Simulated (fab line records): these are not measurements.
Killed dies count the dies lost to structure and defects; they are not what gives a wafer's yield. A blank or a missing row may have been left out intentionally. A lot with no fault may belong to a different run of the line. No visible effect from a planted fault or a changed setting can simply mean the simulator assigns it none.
Commonality check across tools	flow gf180mcu	Lots sampled 11, wafers sampled 33

== REASON IT WAS OPENED ==
3 of 11 lots carry a flag on the reading M3_ALCU_RS at GF_M3_RS_MEAS_05. No-fault wafers: 0.0697 ohm/sq, standard deviation 0.00075.
Rule: flag the lot when none of its wafers has a number, or when each of its wafers that has one lies beyond 4 standard deviations from that mean. As for the other lots, they are considered sound.

lot	measured	on	M3_ALCU_RS (ohm/sq), wafer by wafer	flag
L857	day 22 04:57	film metro-04	0.0705 0.0685 0.0693	
L859	day 22 17:28	film metro-01	0.0682 0.0691 0.0682	
L861	day 23 15:38	film metro-04	0.0705 0.0700 0.0706	
L863	day 24 04:50	film metro-04	0.0707 0.0703 0.0703	
L865	day 24 16:26	film metro-01	0.0705 0.0705 0.0693	
L866	day 25 00:16	film metro-02	0.0424 0.0424 0.0424	FLAGGED
L867	day 25 08:57	film metro-01	0.0426 0.0427 0.0429	FLAGGED
L869	day 25 21:35	film metro-01	0.0427 0.0425 0.0424	FLAGGED
L872	day 26 20:41	film metro-04	0.0696 0.0686 0.0682	
L874	day 27 14:59	film metro-04	0.0699 0.0713 0.0704	
L875	day 27 18:06	film metro-02	0.0699 0.0680 0.0696	
The mean of the flagged lots' numbers is 0.0426 ohm/sq, -0.0271 ohm/sq from the usual (-36 standard deviations).

== WHICH TOOL EACH LOT WENT THROUGH ==
The record holds 4 process steps before the reading, out of a route of 602 steps. In each cell: the tool, then ch and the chambers that the sampled wafers went through, then the start.
lot	flag	GF_M2_METAL_ETCH_16	GF_V2_STRIP_18	GF_V2_SPUTTER_22	GF_M3_SPUTTER_02
L857		rie metal-04 ch 0,1, day 21 01:55	plasma asher-04 ch 0,1, day 22 03:28	pvd sputter-04, day 22 04:06	pvd sputter-04, day 22 04:52
L859		rie metal-02 ch 0,1, day 21 14:29	plasma asher-04 ch 0,1, day 22 15:40	pvd sputter-04, day 22 16:37	pvd sputter-02, day 22 17:23
L861		rie metal-04 ch 0,1, day 22 13:43	plasma asher-04 ch 0,1, day 23 14:10	pvd sputter-02, day 23 14:46	pvd sputter-01, day 23 15:32
L863		rie metal-04 ch 0,1, day 23 02:49	plasma asher-03 ch 0,1, day 24 02:31	pvd sputter-03, day 24 03:08	pvd sputter-01, day 24 04:44
L865		rie metal-02 ch 1, day 23 15:05	plasma asher-03 ch 1, day 24 14:54	pvd sputter-04, day 24 15:31	pvd sputter-04, day 24 16:19
L866	FLAGGED	rie metal-03 ch 0,1, day 23 23:25	plasma asher-04 ch 0,1, day 24 22:46	pvd sputter-04, day 24 23:24	pvd sputter-01, day 25 00:11
L867	FLAGGED	rie metal-02 ch 0,1, day 24 07:38	plasma asher-02 ch 0,1, day 25 07:22	pvd sputter-03, day 25 07:58	pvd sputter-01, day 25 08:52
L869	FLAGGED	rie metal-03 ch 1, day 24 21:46	plasma asher-04 ch 0,1, day 25 20:09	pvd sputter-03, day 25 20:44	pvd sputter-01, day 25 21:30
L872		rie metal-04 ch 0,1, day 25 20:25	plasma asher-02 ch 0,1, day 26 18:57	pvd sputter-02, day 26 19:32	pvd sputter-04, day 26 20:29
L874		rie metal-04 ch 0,1, day 26 14:52	plasma asher-03 ch 0,1, day 27 13:01	pvd sputter-04, day 27 14:08	pvd sputter-02, day 27 14:53
L875		rie metal-02 ch 0,1, day 26 18:14	plasma asher-02 ch 1, day 27 16:32	pvd sputter-04, day 27 17:15	pvd sputter-04, day 27 18:01
What is done by these steps:
- GF_M2_METAL_ETCH_16: etches the open film in Cl2/BCl3, stops on SiO2, target depth 750.8 nm, time 125.1 s.
- GF_V2_STRIP_18: strips in O2/N2.
- GF_V2_SPUTTER_22: material TiN, target thk 10 nm, time 40 s.
- GF_M3_SPUTTER_02: material AlCu, target thk 450 nm, time 23.9 s.
- GF_M3_RS_MEAS_05: measures by four-point-probe.

== FLAGGED AGAINST TOTAL, ONE TOOL AT A TIME (gauges that did the reading follow at the end) ==
step	tool	lots run	flagged	share of the flagged lots	sound lots run after its first flagged lot
GF_M2_METAL_ETCH_16	rie metal-02	4	1	some	1 (L875)
GF_M2_METAL_ETCH_16	rie metal-03	2	2	some	0
GF_M2_METAL_ETCH_16	rie metal-04	5	0	none	-
GF_V2_STRIP_18	plasma asher-02	3	1	some	2 (L872,L875)
GF_V2_STRIP_18	plasma asher-03	3	0	none	-
GF_V2_STRIP_18	plasma asher-04	5	2	some	0
GF_V2_SPUTTER_22	pvd sputter-02	2	0	none	-
GF_V2_SPUTTER_22	pvd sputter-03	3	2	some	0
GF_V2_SPUTTER_22	pvd sputter-04	6	1	some	2 (L874,L875)
GF_M3_SPUTTER_02	pvd sputter-01	5	3	all	0
GF_M3_SPUTTER_02	pvd sputter-02	2	0	none	-
GF_M3_SPUTTER_02	pvd sputter-04	4	0	none	-
GF_M3_RS_MEAS_05	film metro-01	4	2	some	0
GF_M3_RS_MEAS_05	film metro-02	2	1	some	1 (L875)
GF_M3_RS_MEAS_05	film metro-04	5	0	none	-

== WHAT IS ALLOWED BY THE TABLE ==
In the table, 1 row covers all flagged lots: pvd sputter-01 at GF_M3_SPUTTER_02.
- pvd sputter-01 at GF_M3_SPUTTER_02 ran 5 lots, 3 of them flagged. Last sound lot L863 at day 24 04:44, first flagged lot L866 at day 25 00:11; a fault beginning in between fits.
One tool is left: pvd sputter-01 at GF_M3_SPUTTER_02.

== WHAT HAD BEEN PUT IN BY THE SIMULATOR ==
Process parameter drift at GF_M3_SPUTTER_02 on pvd sputter-01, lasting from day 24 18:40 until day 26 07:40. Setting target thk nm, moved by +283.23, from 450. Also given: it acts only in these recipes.
Struck lots among those shown: L866, L867, L869. The same result came from the rule above.
